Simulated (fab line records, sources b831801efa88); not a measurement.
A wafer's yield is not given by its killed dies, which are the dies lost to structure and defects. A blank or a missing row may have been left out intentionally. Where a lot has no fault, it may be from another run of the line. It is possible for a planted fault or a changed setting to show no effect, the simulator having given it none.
What tool caused it?	flow sky130	Sampling: 11 lots, 33 wafers, 3 of 708 route steps

== WHAT THE GAUGES SHOWED, per wafer ==
SKY_LOCAL_INTERCONNECT_RS_MEAS_01: a four-point-probe measurement.
lot	measured	on	LOCAL_INTERCONNECT_TIN_RS (ohm/sq)
L857	day 30 07:28	film-metro-01	14.06 14.28 14.08
L859	day 30 19:32	film-metro-01	14.56 14.42 14.44
L861	day 31 10:04	film-metro-02	14.06 13.97 14.02
L863	day 32 07:38	film-metro-03	13.88 13.96 14.02
L864	day 32 19:20	film-metro-03	14.08 14.10 14.04
L865	day 32 20:02	film-metro-03	14.08 14.01 14.18
L866	day 33 18:31	film-metro-03	14.14 14.14 14.21
L867	day 33 20:26	film-metro-02	14.36 14.37 14.42
L869	day 34 06:31	film-metro-03	13.91 13.95 13.99
L870	day 34 10:37	film-metro-03	- - -
L871	day 34 13:26	film-metro-03	- - -

== TOOL THAT RAN EACH LOT (tool first, then ch and the chambers of the sampled wafers, then the start) ==
lot	SKY_LI_CONTACT_STRIP_16	SKY_LOCAL_INTERCONNECT_SPUTTER_00
L857	plasma-asher-03 ch 0,1, day 30 06:22	pvd-sputter-01, day 30 07:24
L859	plasma-asher-03 ch 0,1, day 30 18:24	pvd-sputter-01, day 30 19:24
L861	plasma-asher-03 ch 0,1, day 31 08:58	pvd-sputter-01, day 31 10:00
L863	plasma-asher-03 ch 0,1, day 32 06:31	pvd-sputter-03, day 32 07:33
L864	plasma-asher-03 ch 0,1, day 32 18:12	pvd-sputter-03, day 32 19:12
L865	plasma-asher-04 ch 0,1, day 32 18:54	pvd-sputter-01, day 32 19:56
L866	plasma-asher-03 ch 0,1, day 33 17:23	pvd-sputter-03, day 33 18:26
L867	plasma-asher-03 ch 0,1, day 33 19:20	pvd-sputter-02, day 33 20:20
L869	plasma-asher-02 ch 0,1, day 34 05:25	pvd-sputter-02, day 34 06:27
L870	plasma-asher-04 ch 0,1, day 34 09:29	pvd-sputter-01, day 34 10:32
L871	plasma-asher-04 ch 0,1, day 34 12:19	pvd-sputter-01, day 34 13:21
- SKY_LI_CONTACT_STRIP_16: strips in O2/N2.
- SKY_LOCAL_INTERCONNECT_SPUTTER_00: material TiN, target thk 100 nm, time 83.3 s.

== THE ANSWER, worked out from the rows above alone ==
Rule: usual is defined by the lots themselves. Put in order of their means at a reading, lots are off if they are a third of the lots or fewer, leave a main group of 4 or more, and stand apart from it by a gap of 3 or more times the standard deviation of the main group's means; of several such gaps the widest counts. A main group whose means are all the same, to the digits that the tables above print for the reading, isn't used. A lot without any number at a reading at which 4 lots or more have one is off too. All remaining lots with rows at the step are treated as sound.
Off: at SKY_LOCAL_INTERCONNECT_RS_MEAS_01 (LOCAL_INTERCONNECT_TIN_RS), L870, L871. Without a number there: L870, L871. Mean 14.14 ohm/sq and standard deviation 0.17 in the main group.
If a tool, at a process step before that reading, ran all the lots that are off and no sound lot after the first of them, it fits. The gauges at SKY_LOCAL_INTERCONNECT_RS_MEAS_01 are tried like those tools. Can't be told from this: 3 tools fit, plasma-asher-04 at SKY_LI_CONTACT_STRIP_16, pvd-sputter-01 at SKY_LOCAL_INTERCONNECT_SPUTTER_00, film-metro-03 at SKY_LOCAL_INTERCONNECT_RS_MEAS_01.

== WHAT THE SIMULATOR HAD INSERTED ==
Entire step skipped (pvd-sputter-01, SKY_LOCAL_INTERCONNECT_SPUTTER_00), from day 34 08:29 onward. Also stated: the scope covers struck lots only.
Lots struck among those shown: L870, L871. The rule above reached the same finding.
